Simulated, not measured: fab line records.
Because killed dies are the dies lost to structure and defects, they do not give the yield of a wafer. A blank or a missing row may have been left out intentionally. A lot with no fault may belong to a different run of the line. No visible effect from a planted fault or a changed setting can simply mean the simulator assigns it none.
8D (eight disciplines) problem report, filled in by code | flow sky130 | the parts of the form that need people (team, actions taken, sign-off) are left out

== 1. WHAT WENT WRONG ==
Wafers free of any fault read 197.5 (standard deviation 1.4) for SONOS_TUNNEL_TW at SKY_SONOS_TUNNEL_TW_MEAS_12, against a mean of 154.0 on 6 wafers of 2 lots. That puts it -31 standard deviations away from the usual mean.
First observed at day 16 13:26: wafer L441.1, on film metro-04. The record has a number at this step for 36 wafers belonging to 12 lots. Rule for "out" (also "out of limits"): further than 4 standard deviations from the usual mean. The rest of the wafers with a number are treated as sound.

== 2. WHAT IT IS, WHAT IT ISN'T ==
question                    | is                           | is not
which readings at this step | SONOS_TUNNEL_TW              | -
which lots                  | L441, L443                   | L426, L427, L428, L429, L430, L431, L432, L433, L434, L447
which wafers of those lots  | all that have a number       | -
read on which gauges        | film metro-03, film metro-04 | film metro-01
when                        | from day 16 13:26            | up to then (27 sound wafers); but 3 sound wafers of L447 came after

== 3. WHAT RULES OUT EACH SUSPECT ==
Counting: any tool at a process step up to the reading is kept as a suspect provided that every lot that is out went through it and no sound lot did after the first of them.
- the gauge at SKY_SONOS_TUNNEL_TW_MEAS_12 is ruled out. Those wafers that are out were read across 2 gauges (film metro-03, film metro-04).
- plasma asher-02 at SKY_VT_ADJUST_LVTN_STRIP_20 (strips in O2/N2): kept. It ran every lot that is out, first L441 (day 12 05:40), and no sound lot after that; its last sound lot up to then is L427 (day 8 03:41).
- implanter-01 at SKY_SONOS_TUNNEL_IMPLANT_09: kept. It ran every lot that is out, first L441 (day 16 13:01), and no sound lot after that; its last sound lot up to then is L433 (day 13 17:47). Its own readings are out on those wafers: dose ions cm2, faraday current uA.
The count leaves implanter-01 at SKY_SONOS_TUNNEL_IMPLANT_09 and plasma asher-02 at SKY_VT_ADJUST_LVTN_STRIP_20.

== 4. THE CAUSE (what the simulator had put in) ==
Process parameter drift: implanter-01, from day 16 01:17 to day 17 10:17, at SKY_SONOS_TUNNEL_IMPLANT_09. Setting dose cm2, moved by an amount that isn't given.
2 suspects survive the count, and this tool is in that group.

== 5. SEQUENCE OF EFFECTS, ordered by route ==
Each row: a reading where the mean over the struck wafers with a number is more than 3 standard deviations away from the usual. Readings are gone through only where the record gives a usual standard deviation; hours: the median, over the lots, of the time from a lot's start at the first step in this table giving one to that lot's start at this step; sigmas: the change measured in usual standard deviations.
hours | step                        | reading            | usual      | on struck wafers | change      | sigmas
0     | SKY_SONOS_TUNNEL_IMPLANT_09 | dose ions cm2      | 1.0001e+12 | 3.9435e+11       | -6.0575e+11 | -99 or more
0     | SKY_SONOS_TUNNEL_IMPLANT_09 | faraday current uA | 5.62       | 2.21             | -3.41       | -28
0     | SKY_SONOS_TUNNEL_TW_MEAS_12 | SONOS_TUNNEL_TW    | 197.5      | 154.0            | -43.5       | -31
The process steps in it:
- SKY_SONOS_TUNNEL_IMPLANT_09

== 6. WHAT WOULD HAVE CAUGHT IT SOONER ==
12 hours passed between the start of the fault at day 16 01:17 and the first reading out of limits at a measuring or inspecting step in this record, taken at day 16 13:26.
At SKY_SONOS_TUNNEL_IMPLANT_09, the tool's own readings (dose ions cm2, faraday current uA) were out on each struck wafer the step has a row for, so an alarm limit on them would have fired on the first such wafer.
Among the 2 lots that are out, L443 began SKY_SONOS_TUNNEL_IMPLANT_09 on implanter-01 after day 16 13:26. Holding the tool at that time would have saved it.
